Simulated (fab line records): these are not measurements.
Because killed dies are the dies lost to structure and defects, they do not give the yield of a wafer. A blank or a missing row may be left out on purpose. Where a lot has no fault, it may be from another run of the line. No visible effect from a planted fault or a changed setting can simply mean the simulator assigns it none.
Which tool did it? | flow sky130 | 42 wafers from 14 lots sampled at 3 of the route's 708 steps

WHAT EACH GAUGE READ, for each wafer
SKY_METAL2_OVL_MEAS_16. Usual: for METAL2_OVL the level is 1 nm and the standard deviation is 5.4.
lot  | measured     | on         | METAL2_OVL (nm) | flag
L504 | day 36 06:11 | overlay-01 | 9 1 0           |
L505 | day 36 11:47 | overlay-01 | 1 10 2          |
L507 | day 36 12:37 | overlay-01 | -3 7 -3         |
L512 | day 37 18:37 | overlay-02 | 5 5 5           |
L513 | day 37 20:07 | overlay-01 | 4 -2 11         |
L515 | day 38 06:44 | overlay-01 | 6 4 -3          |
L516 | day 38 22:07 | overlay-01 | -1 4 5          |
L519 | day 39 11:47 | overlay-01 | -3 -3 7         |
L520 | day 40 03:40 | overlay-01 | -1 -4 -7        |
L521 | day 40 08:16 | overlay-01 | 2 1 8           |
L523 | day 41 02:19 | overlay-01 | 6 2 3           |
L524 | day 41 06:52 | overlay-02 | 4 -6 0          |
L526 | day 41 13:10 | overlay-02 | -5 -4 -6        |
L527 | day 42 00:38 | overlay-01 | -4 7 7          |

SKY_VIA2_RS_MEAS_22: the measuring method here is four-point-probe. Usual: for VIA2_W_RS the level is 0.274 ohm/sq and the standard deviation is 0.0034.
lot  | measured     | on            | VIA2_W_RS (ohm/sq) | flag
L504 | day 37 10:38 | film metro-01 | 0.271 0.273 0.272  |
L505 | day 37 16:55 | film metro-02 | 0.275 0.272 0.276  |
L507 | day 37 17:05 | film metro-04 | 0.277 0.270 0.278  |
L512 | day 38 22:24 | film metro-04 | 0.274 0.267 0.269  |
L513 | day 38 23:24 | film metro-01 | 0.270 0.274 0.269  |
L515 | day 39 10:01 | film metro-01 | 0.275 0.275 0.276  |
L516 | day 40 01:02 | film metro-02 | 0.269 0.274 0.269  |
L519 | day 40 14:50 | film metro-04 | 0.279 0.281 0.272  |
L520 | day 41 06:38 | film metro-04 | 0.276 0.281 0.274  |
L521 | day 41 11:07 | film metro-02 | 0.269 0.271 0.270  |
L523 | day 42 04:42 | film metro-04 | 0.274 0.276 0.279  |
L524 | day 42 08:47 | film metro-04 | 0.272 0.275 0.275  |
L526 | day 42 15:17 | film metro-04 | 0.282 0.273 0.275  |
L527 | day 43 01:53 | film metro-02 | 0.272 0.268 0.275  |

WHICH TOOL RAN EACH LOT (tool, then ch and the chambers of the sampled wafers, then the start)
lot  | SKY_METAL2_SPUTTER_03
L504 | pvd sputter-03, day 35 04:38
L505 | pvd sputter-02, day 35 08:50
L507 | pvd sputter-02, day 35 09:34
L512 | pvd sputter-02, day 36 16:14
L513 | pvd sputter-03, day 36 17:44
L515 | pvd sputter-03, day 37 05:31
L516 | pvd sputter-01, day 37 20:38
L519 | pvd sputter-01, day 38 10:44
L520 | pvd sputter-01, day 39 03:17
L521 | pvd sputter-02, day 39 07:46
L523 | pvd sputter-03, day 40 00:55
L524 | pvd sputter-03, day 40 06:19
L526 | pvd sputter-01, day 40 13:20
L527 | pvd sputter-02, day 41 01:11
- SKY_METAL2_SPUTTER_03: material Ti, target thk 5 nm, time 3.3 s.

WHAT THE TOOLS THEMSELVES READ (means of the sampled wafers that have a number; where no wafer has one, the mark that the record gives instead)
SKY_METAL2_SPUTTER_03. Usual: cathode dc power W 3000.0 W, standard deviation 0.58; chamber pressure pa 0.4000 Pa, standard deviation 0.00075; throttle valve pct 30.1 %, standard deviation 0.82.
lot  | tool           | cathode dc power W (W) | chamber pressure pa (Pa) | throttle valve pct (%) | flag
L504 | pvd sputter-03 | 2999.8                 | 0.4004                   | 29.7                   |
L505 | pvd sputter-02 | 2999.9                 | 0.3998                   | 30.0                   |
L507 | pvd sputter-02 | 2999.6                 | 0.4009                   | 30.0                   |
L512 | pvd sputter-02 | 3000.5                 | 0.3991                   | 29.8                   |
L513 | pvd sputter-03 | 3000.2                 | 0.4001                   | 29.7                   |
L515 | pvd sputter-03 | 3000.4                 | 0.3998                   | 30.7                   |
L516 | pvd sputter-01 | 2999.7                 | 0.4003                   | 30.7                   |
L519 | pvd sputter-01 | 3000.1                 | 0.3994                   | 30.3                   |
L520 | pvd sputter-01 | 3000.0                 | 0.3996                   | 30.5                   |
L521 | pvd sputter-02 | 2999.5                 | 0.4001                   | 30.6                   |
L523 | pvd sputter-03 | 2999.6                 | 0.4006                   | 29.4                   |
L524 | pvd sputter-03 | 2999.9                 | 0.3998                   | 29.6                   |
L526 | pvd sputter-01 | 3000.4                 | 0.4002                   | 30.3                   |
L527 | pvd sputter-02 | 3000.4                 | 0.3998                   | 30.2                   |

THE ANSWER, worked out from the rows above alone
Rule: lot off if the mean of its wafers having a number is beyond 3 standard deviations from the usual mean. Also off: a lot with no number at a reading for which 4 or more lots have one. Where the step has rows for the other lots, those lots are counted as sound. Order of review: gauges by route order, followed by the tools' own readings, for which a lot's mean as printed above is used. The first step at which some lot is off is used, and at that step the reading that is off furthest; a lot without a number counts as furthest.
Across all readings shown, no lot is off: no conclusion can be drawn from this.

WHAT THE SIMULATOR HAD PUT IN
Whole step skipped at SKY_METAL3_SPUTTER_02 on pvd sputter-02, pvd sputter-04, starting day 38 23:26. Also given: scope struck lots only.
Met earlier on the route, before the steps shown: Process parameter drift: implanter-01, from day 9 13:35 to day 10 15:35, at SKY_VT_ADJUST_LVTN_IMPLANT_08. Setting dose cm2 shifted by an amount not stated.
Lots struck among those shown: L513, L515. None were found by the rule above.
